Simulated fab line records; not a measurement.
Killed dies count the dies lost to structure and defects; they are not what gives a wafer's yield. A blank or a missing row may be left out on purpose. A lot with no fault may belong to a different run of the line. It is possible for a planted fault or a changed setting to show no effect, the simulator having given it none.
Chamber matching ; flow sky130 ; 4 sister chambers for SKY_VIA2_CMP_24 on cmp-02
The step polishes, stops on SiO2, t overpolish 20 s, target thk 0 nm. 4 wafers are shown with their chamber, then 8 later ones without.

WAFERS, EACH WITH ITS CHAMBER
wafer;chamber;motor-current-A (A)
L562.6;0;9.2
L564.4;3;10.4
L564.5;1;13.1
L573.1;2;12.7

WAFERS MISSING THEIR CHAMBER
wafer;motor-current-A (A)
L573.4;11.4
L573.5;12.5
L575.1;9.8
L575.4;12.7
L575.6;12.9
L577.1;11.1
L577.3;12.4
L577.6;10.5

EACH ONE'S CHAMBER
wafer;from the rows above;in truth
L573.4;can't be placed: 3 or 2 or 1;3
L573.5;can't be placed: 2 or 1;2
L575.1;can't be placed: 3 or 0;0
L575.4;can't be placed: 2 or 1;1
L575.6;can't be placed: 1 or 2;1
L577.1;can't be placed: 3 or 2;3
L577.3;can't be placed: 2 or 1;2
L577.6;3;3
1 of 8 placed correctly. Can't be placed from these rows: 7 (the true chamber is among the candidates in 7). 0 placed wrongly.
How it was worked out, from the rows above alone: a wafer's distance from a chamber is the root of the sum, over the readings, of the square of ((its reading less the chamber's mean) divided by the reading's scatter). If the next closest chamber is less than 2 further off than the closest, the wafer can't be placed; otherwise it belongs to the closest. For every chamber, the mean is computed from those of its wafers that are shown. The scatter: root of mean squared gap, hidden wafer to nearest shown wafer, with one shown wafer a chamber.
